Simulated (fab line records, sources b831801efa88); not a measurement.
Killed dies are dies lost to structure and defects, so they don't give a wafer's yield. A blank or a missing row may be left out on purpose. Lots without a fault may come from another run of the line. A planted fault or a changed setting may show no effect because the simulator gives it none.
A struck lot beside a sound one | flow sky130 | 14 steps out of a route of 708
Sound: wafers L407.3, L407.4, L407.6. Struck: wafers L409.1, L409.4, L409.6. The cause comes at the end.
At each step with rows: each side's tool, then ch and its chambers, then its first start. Under that, the readings that differ: sound wafers | struck wafers | difference of the means | sigmas: that difference in standard deviations of wafers without a fault.
alike: readings whose means differ by less than 2 such deviations, and words and numbers that are the same on both sides. not compared: withheld readings, readings that some wafer has no value for, bounds like >300 that may hide the same value, and numbers for which the record gives no deviation and whose values overlap.
The two part at a step that has a row with sigmas, a row that says differs or no value, or rows on one side only. Numbers that don't overlap but have no deviation are shown without sigmas and don't part them. A reading that every wafer of one side lacks parts them only if that side has two wafers or more.

SKY_SONOS_ONO_THK_MEAS_03:
  sound on film_metro-03, day 14 20:13; struck on film_metro-02, day 15 15:46
  alike: SONOS_ONO_CVD_02_THK
then, 1 step without rows for these wafers: SKY_SONOS_ONO_CVD_04 (deposits SiO2 from SiH4/N2O, target thk 5.7199 nm).
SKY_SONOS_ONO_THK_MEAS_05:
  sound on film_metro-02, day 14 21:31; struck on film_metro-04, day 15 17:43
  alike: SONOS_ONO_CVD_04_THK
then, 7 steps without rows for these wafers: SKY_SONOS_ONO_DEHYDRATE_06 (time 60 s); SKY_SONOS_ONO_HMDS_07 (prime time 60 s); SKY_SONOS_ONO_COAT_08 (resist thk 1140 nm); SKY_SONOS_ONO_SOFTBAKE_09 (time 60 s); SKY_SONOS_ONO_EXPOSE_10 (exposes mask ONOM, target cd 410 nm); SKY_SONOS_ONO_PEB_11; SKY_SONOS_ONO_DEVELOP_12 (develop time 60 s).
SKY_SONOS_ONO_CD_MEAS_13: target cd 410 nm.
  sound on cd_sem-02, day 15 22:41; struck on cd_sem-01, day 16 21:35
  alike: cd_nm
SKY_SONOS_ONO_OVL_MEAS_14:
  sound on overlay-02, day 15 22:47; struck on overlay-01, day 16 21:43
  alike: SONOS_ONO_OVL
SKY_SONOS_ONO_ETCH_15: etches the open film in CHF3/O2, target depth 19.52 nm, time 7.8 s.
  sound on rie_diel-02 ch 0,3, day 15 22:48; struck on rie_diel-03 ch 0,2,3, day 16 21:44
  reading                               | sound             | struck            | difference | sigmas
  oes_product_au (a.u.)                 | 0.987 0.981 0.977 | 0.939 0.966 0.972 | -0.023     | -2
  rf_fwd_power_W (W)                    | 586 589 592       | 491 499 492       | -95        | -28
  model.SONOS_ONO.feature_depth_nm (nm) | 19.25 18.99 18.87 | 17.76 18.24 18.53 | -0.86      |
  model.etch.depth_nm (nm)              | 19.25 18.99 18.87 | 17.76 18.24 18.53 | -0.86      |
  alike: drypump_motor_current_A, throttle_valve_pct
  not compared: rf_hours_counter_h
then, 1 step without rows for these wafers: SKY_SONOS_ONO_WET_ETCH_16 (etches SiO2 in dHF, target depth 14 nm, time 280 s).

WHERE THEY PART
Only at SKY_SONOS_ONO_ETCH_15, within this record.

WHY: what the simulator had put in
Process parameter drift: rie_diel-03, from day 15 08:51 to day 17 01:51, at SKY_SONOS_ONO_ETCH_15. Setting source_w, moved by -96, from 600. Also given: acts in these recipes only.
